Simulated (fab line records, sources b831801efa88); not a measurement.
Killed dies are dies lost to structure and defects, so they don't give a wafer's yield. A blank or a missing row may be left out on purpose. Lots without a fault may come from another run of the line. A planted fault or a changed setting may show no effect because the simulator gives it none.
fab line records | flow sky130
record lots=12 wafers=36 last_day=50
route steps=708 shown FIELD_ISO@14 POLY_CUT@317 PAD_OPEN@708
lots that met no fault: from a run of the same line without faults
start_h: hours from the record's first day to the start of the lot's first wafer shown | wait_h: hours since the lot's step before | " the same as in the row above | L1.1+2: a row that stands for several wafers | - no value, or no start given | * or withheld: withheld | < > ~ a bound
route shown NAME@n: a module of which the file shows steps, and the number in the route of the first | usual: mean/standard deviation of fault-free wafers | same: alike in all rows | chamber/n: place in a boat | sites: the reading at each site | _std_site: their standard deviation | _edge_site: outer sites' mean less inner sites' | radius_mm: how far each site lies from the wafer's centre | mask NAME#n: copy n | behind: the tool/chamber that last shaped the wafer | hold: why the lot was held/for how many hours/how that ended | device: the transistor (n, p or np) that didn't switch | end of line: the same wafers' tests at the end of the route | a step without rows: its recipe alone | killed: dies lost to structure and defects at the first sort, not the wafer's yield | map: a wafer's dies, x killed, . not, _ none there
set.NAME: the setting as run; set.NAME@STEP: as run at that earlier step | model.NAME: the simulator's own value behind a step, which no gauge read
steps of the route over a sample of lots; a table a step, a row a wafer
services: from which hour (start_h, from the record's first day; less than 0 if before it) a tool's chamber was out of use, for how many hours, and why
## steps
# step SKY_FIELD_ISO_CD_MEAS_13
# recipe target_cd_nm=150
# usual cd_nm=149.8/1.6
# columns lot.wafer tool chamber start_h wait_h cd_nm
L967.1 cd_sem-02 - 27.72 - 148.8
L967.5 " - " " 149.2
L967.6 " - " " 149.8
L968.3 cd_sem-02 - 36.61 - 148.2
L968.5 " - " " 149.3
L968.6 " - " " 148.1
L969.1 cd_sem-01 - 42.43 - 148.4
L969.2 " - " " 150.0
L969.4 " - " " 149.0
L970.1 cd_sem-01 - 47.49 - 152.3
L970.4 " - " " 151.1
L970.6 " - " " 152.1
L971.2 cd_sem-01 - 52.71 - 148.2
L971.3 " - " " 150.1
L971.5 " - " " 150.5
L973.1 cd_sem-01 - 60.07 - 145.5
L973.2 " - " " 144.5
L973.6 " - " " 146.2
L974.4 cd_sem-02 - 64.79 - 149.9
L974.5 " - " " 150.2
L974.6 " - " " 150.2
L982.3 cd_sem-01 - 107.41 - 149.6
L982.4 " - " " 149.7
L982.6 " - " " 149.9
L983.3 cd_sem-02 - 112.52 - 150.8
L983.5 " - " " 151.8
L983.6 " - " " 151.1
L987.4 cd_sem-02 - 138.68 - 151.3
L987.5 " - " " 150.7
L987.6 " - " " 151.0
L988.3 cd_sem-01 - 141.58 - 148.8
L988.5 " - " " 149.9
L988.6 " - " " 150.3
L990.1 cd_sem-01 - 152.88 - 150.9
L990.2 " - " " 151.3
L990.6 " - " " 151.2
# step SKY_FIELD_ISO_ETCH_14
# recipe chemistry=N2/H2 target=BARC ion_energy_ev=200 source_w=500 bias_w=100 pressure_mtorr=30 n2_flow_sccm=100 h2_flow_sccm=200 stop_on=SiO2 time_s=45.9 target_depth_a=600
# usual bias_w=100.02/0.29 drypump_motor_current_A=5.7/0.4 oes_product_au=0.856/0.0044 run_length_s=74.3/0.54 throttle_valve_pct=13.224/0.009
# columns lot.wafer tool chamber start_h wait_h bias_w drypump_motor_current_A oes_product_au rf_hours_counter_h run_length_s throttle_valve_pct
L967.1 rie_diel-03 1 27.84 0.1 99.95 5.6 0.858 177 74.2 13.223
L967.5 " 0 " " 100.02 5.3 0.858 - 73.5 13.196
L967.6 " 3 " " 100.03 5.1 0.852 - 73.8 13.231
L968.3 rie_diel-01 3 36.69 0.1 99.92 5.0 0.858 97 73.6 13.224
L968.5 " 2 " " 100.41 5.8 0.852 - 73.8 13.222
L968.6 " 3 " " 99.92 5.0 0.859 - 73.5 13.238
L969.1 rie_diel-04 0 42.55 0.1 99.81 6.0 0.858 162 74.5 13.237
L969.2 " 2 " " 99.98 5.6 0.851 76 75.4 13.222
L969.4 " 1 " " 100.33 6.3 0.854 52 73.8 13.226
L970.1 rie_diel-04 0 47.61 0.1 100.09 6.0 0.856 162 74.4 13.240
L970.4 " 1 " " 100.39 6.2 0.849 52 73.9 13.233
L970.6 " 0 " " 100.06 6.0 0.856 - 74.7 13.233
L971.2 rie_diel-01 1 52.81 0.1 100.07 6.1 0.858 71 74.8 13.203
L971.3 " 3 " " 100.31 5.0 0.864 98 74.1 13.211
L971.5 " 3 " " 99.96 5.0 0.860 - 73.5 13.228
L973.1 rie_diel-03 1 60.19 0.1 100.11 5.6 0.858 0 74.2 13.233
L973.2 " 2 " " 100.12 6.0 0.850 26 74.2 13.215
L973.6 " 1 " " 100.04 5.6 0.856 - 74.4 13.229
L974.4 rie_diel-03 1 64.85 0.0 100.15 5.6 0.865 0 74.4 13.224
L974.5 " 1 " " 100.46 5.6 0.845 - 74.6 13.207
L974.6 " 0 " " 100.23 5.3 0.855 - 73.8 13.243
L982.3 rie_diel-04 0 107.49 0.1 99.90 6.0 0.863 164 74.5 13.208
L982.4 " 2 " " 100.21 5.6 0.855 77 75.0 13.216
L982.6 " 2 " " 100.38 5.6 0.855 - 74.8 13.245
L983.3 rie_diel-04 1 112.60 0.1 100.24 6.3 0.860 54 73.4 13.228
L983.5 " 1 " " 99.97 6.3 0.853 - 74.1 13.239
L983.6 " 3 " " 99.79 5.8 0.861 - 74.3 13.237
L987.4 rie_diel-04 1 138.74 0.0 99.86 6.3 0.853 55 73.8 13.216
L987.5 " 0 " " 100.21 6.0 0.864 - 74.5 13.230
L987.6 " 1 " " 99.74 6.3 0.851 - 73.8 13.235
L988.3 rie_diel-04 1 141.66 0.1 100.28 6.3 0.853 55 73.4 13.217
L988.5 " 0 " " 99.82 6.0 0.851 - 74.8 13.231
L988.6 " 1 " " 100.66 6.3 0.854 - 73.9 13.223
L990.1 rie_diel-03 0 153.00 0.1 99.28 5.3 0.857 124 73.5 13.225
L990.2 " 2 " " 100.23 6.0 0.857 28 74.0 13.236
L990.6 " 3 " " 100.40 5.0 0.857 - 73.7 13.231
# step SKY_FIELD_ISO_WET_ETCH_28
# recipe chemistry=dHF target_depth_nm=23.7 target=SiO2 dilution=10:1 temp_c=25 time_s=47
# usual run_length_s=75/3.1
# columns lot.wafer tool chamber start_h wait_h run_length_s
L967.1 wet_bench-02 0 32.88 0.2 74
L967.5 " 0 " " 74
L967.6 " 0 " " 74
L968.3 wet_bench-02 2 40.40 0.2 73
L968.5 " 2 " " 73
L968.6 " 2 " " 73
L969.1 wet_bench-02 3 46.45 0.1 79
L969.2 " 3 " " 79
L969.4 " 3 " " 79
L970.1 wet_bench-02 2 51.87 0.2 73
L970.4 " 2 " " 73
L970.6 " 2 " " 73
L971.2 wet_bench-03 3 56.72 0.1 74
L971.3 " 3 " " 74
L971.5 " 3 " " 74
L973.1 wet_bench-02 1 65.05 0.2 74
L973.2 " 1 " " 74
L973.6 " 1 " " 74
L974.4 wet_bench-03 0 73.49 0.1 72
L974.5 " 0 " " 72
L974.6 " 0 " " 72
L982.3 wet_bench-02 1 116.98 0.2 44
L982.4 " 1 " " 44
L982.6 " 1 " " 44
L983.3 wet_bench-02 1 120.01 0.1 43
L983.5 " 1 " " 43
L983.6 " 1 " " 43
L987.4 wet_bench-03 1 143.72 0.2 74
L987.5 " 1 " " 74
L987.6 " 1 " " 74
L988.3 wet_bench-03 2 145.37 0.1 75
L988.5 " 2 " " 75
L988.6 " 2 " " 75
L990.1 wet_bench-01 0 156.76 0.1 72
L990.2 " 0 " " 72
L990.6 " 0 " " 72
# step SKY_POLY_CUT_ETCH_10
# recipe chemistry=N2/H2 target=BARC ion_energy_ev=200 source_w=500 bias_w=100 pressure_mtorr=30 n2_flow_sccm=100 h2_flow_sccm=200 stop_on=SiO2 time_s=45.9 target_depth_a=600
# usual bias_w=100.0/0.34 drypump_motor_current_A=5.7/0.4 oes_product_au=0.855/0.0047 run_length_s=74.2/0.51 throttle_valve_pct=13.225/0.009
# columns lot.wafer tool chamber start_h wait_h bias_w drypump_motor_current_A oes_product_au rf_hours_counter_h run_length_s throttle_valve_pct
L967.1 rie_diel-03 3 554.59 0.0 99.4 5.0 0.866 77 74.0 13.216
L967.5 " 0 " " 99.8 5.3 0.850 - 73.4 13.227
L967.6 " 3 " " 99.5 5.0 0.857 - 74.3 13.226
L968.3 rie_diel-01 3 567.09 0.0 100.4 5.0 0.854 2 73.5 13.230
L968.5 " 3 " " 100.4 5.0 0.858 - 73.4 13.220
L968.6 " 0 " " 99.8 5.4 0.847 - 74.5 13.220
L969.1 rie_diel-01 0 572.49 0.0 100.2 5.4 0.855 1 74.8 13.217
L969.2 " 2 " " 99.9 5.9 0.857 18 73.7 13.222
L969.4 " 0 " " 99.9 5.4 0.848 - 75.0 13.227
L971.2 rie_diel-04 2 581.73 0.0 99.9 5.6 0.855 0 74.7 13.223
L971.3 " 1 " " 100.1 6.3 0.856 65 73.7 13.216
L971.5 " 1 " " 99.8 6.3 0.865 - 73.4 13.227
L970.1 rie_diel-01 0 582.86 0.0 100.4 5.4 0.862 2 75.0 13.231
L970.4 " 2 " " 99.4 5.9 0.849 19 73.7 13.221
L970.6 " 0 " " 100.3 5.4 0.854 - 74.6 13.220
L973.1 rie_diel-03 0 610.13 0.0 99.9 5.3 0.854 5 73.8 13.211
L973.2 " 2 " " 99.8 6.0 0.860 35 73.9 13.225
L973.6 " 0 " " 100.1 5.3 0.860 - 73.7 13.224
L974.4 rie_diel-01 1 617.45 0.0 100.3 6.1 0.846 1 74.4 13.228
L974.5 " 3 " " 100.1 5.0 0.853 - 73.6 13.243
L974.6 " 0 " " 100.0 5.3 0.852 - 75.1 13.244
L982.3 rie_diel-04 3 690.39 0.0 99.8 5.9 0.850 2 74.4 13.237
L982.4 " 1 " " 100.0 6.3 0.852 0 73.8 13.214
L982.6 " 1 " " 100.3 6.3 0.854 - 73.5 13.230
L983.3 rie_diel-04 2 693.39 0.0 100.9 5.6 0.847 3 74.9 13.210
L983.5 " 1 " " 100.4 6.3 0.848 - 73.8 13.228
L983.6 " 2 " " 100.3 5.6 0.853 - 74.6 13.202
L987.4 rie_diel-04 0 728.24 0.0 100.3 6.0 0.848 13 74.5 13.231
L987.5 " 2 " " 100.0 5.6 0.849 - 74.7 13.240
L987.6 " 1 " " 99.7 6.3 0.855 - 73.7 13.216
L988.3 rie_diel-03 2 728.59 0.0 99.6 6.0 0.854 37 74.1 13.236
L988.5 " 1 " " 99.7 5.6 0.860 - 74.3 13.239
L988.6 " 0 " " 100.0 5.3 0.848 - 73.5 13.222
L990.1 rie_diel-01 1 738.01 0.0 100.7 6.2 0.866 4 74.9 13.230
L990.2 " 3 " " 99.8 5.0 0.863 6 73.6 13.227
L990.6 " 1 " " 100.9 6.2 0.858 - 74.8 13.226
# step SKY_PAD_OPEN_PROBE_99
# usual killed_at_M0_to_M3=43/6.8 killed_at_M4_up=3.2/1.8 killed_at_contacts=24/5.2 killed_at_front_end=15/4.2 killed_at_other=0.4/0.62 killed_dies=85/8.7 killed_open=46/6.7 killed_short=39/5.9
# same gross_dies=492 killed_at_back_side=0
# columns lot.wafer tool chamber start_h wait_h killed_at_M0_to_M3 killed_at_M4_up killed_at_contacts killed_at_front_end killed_at_other killed_dies killed_open killed_short
L974.4 prober-02 - 1116.12 0.2 40 3 29 9 0 81 51 30
L974.5 prober-02 - 1116.17 0.2 36 1 30 16 2 85 43 41
L974.6 prober-02 - 1116.22 0.2 47 1 30 7 1 86 51 35
# killed by level:class
L974.4 CONTACT:geometric_particle:open=14 VIA1:geometric_particle:open=13 LI_CONTACT:geometric_particle:open=5 LOCAL_INTERCONNECT:geometric_particle:short=5 VIA3:geometric_particle:open=5 POLY_GATE:geometric_particle:open=4 CONTACT:geometric_particle:short=4 VIA1:geometric_particle:short=4
L974.5 CONTACT:geometric_particle:open=16 CONTACT:geometric_particle:short=9 FIELD_ISO:geometric_particle:short=6 METAL1:geometric_particle:short=6 VIA3:geometric_particle:open=6 FIELD_ISO:geometric_particle:open=5 VIA1:geometric_particle:open=5 VIA3:geometric_particle:short=4
L974.6 VIA1:geometric_particle:open=14 LI_CONTACT:geometric_particle:open=9 VIA3:geometric_particle:open=9 CONTACT:geometric_particle:short=8 CONTACT:geometric_particle:open=8 METAL1:geometric_particle:short=4 VIA1:geometric_particle:short=4 METAL3:geometric_particle:short=4
## services
# columns tool chamber start_h hours kind
rie_diel-01 - 4.51 0.9 repair
rie_diel-04 - 54.57 1.8 repair
rie_diel-01 1 54.79 3.5 repair
rie_diel-03 3 55.72 8.0 repair
rie_diel-04 3 67.95 4.1 repair
rie_diel-03 0 78.77 6.4 repair
rie_diel-03 - 86.76 2.9 repair
rie_diel-01 - 97.95 21.2 repair
rie_diel-03 3 107.63 7.7 repair
rie_diel-03 - 120.12 0.6 repair
rie_diel-01 3 156.66 7.4 repair
rie_diel-04 3 170.78 19.6 repair
rie_diel-01 1 178.26 12.2 repair
rie_diel-04 - 186.10 0.9 repair
rie_diel-03 1 190.01 2.6 repair
wet_bench-02 - 192.43 64.6 pm
rie_diel-04 2 194.15 7.6 repair
rie_diel-03 0 221.02 4.4 repair
rie_diel-04 3 222.77 16.7 repair
rie_diel-04 1 436.55 5.3 repair
rie_diel-04 0 460.33 3.3 repair
rie_diel-04 - 509.63 1.1 repair
rie_diel-04 - 588.19 28.1 pm
rie_diel-04 1 629.21 5.6 repair
## key
first_sign step=SKY_FIELD_ISO_WET_ETCH_28 reading=run_length_s direction=down sigmas=10 usual=* struck=*
effect none on later readings
met_at SKY_FIELD_ISO_WET_ETCH_28
struck_lots L982,L983
tester_left_out L982,L983
not_acting_at SKY_FIELD_ISO_CD_MEAS_13,SKY_FIELD_ISO_ETCH_14,SKY_POLY_CUT_ETCH_10
onset_between 65.05 116.98
fault kind=process_parameter_drift tool=wet_bench-02 chamber=- onset_h=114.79 steps=SKY_FIELD_ISO_WET_ETCH_28 channel=time_s offset=* shape=step end_h=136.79 acts_in=* stated=*
# tester_left_out: of these lots the tester's yield and bins aren't shown, on N5 and GAA mostly nor the transistor test; their killed dies are dies lost to structure and defects alone, not to doping, threshold or leakage, so they don't give the yield
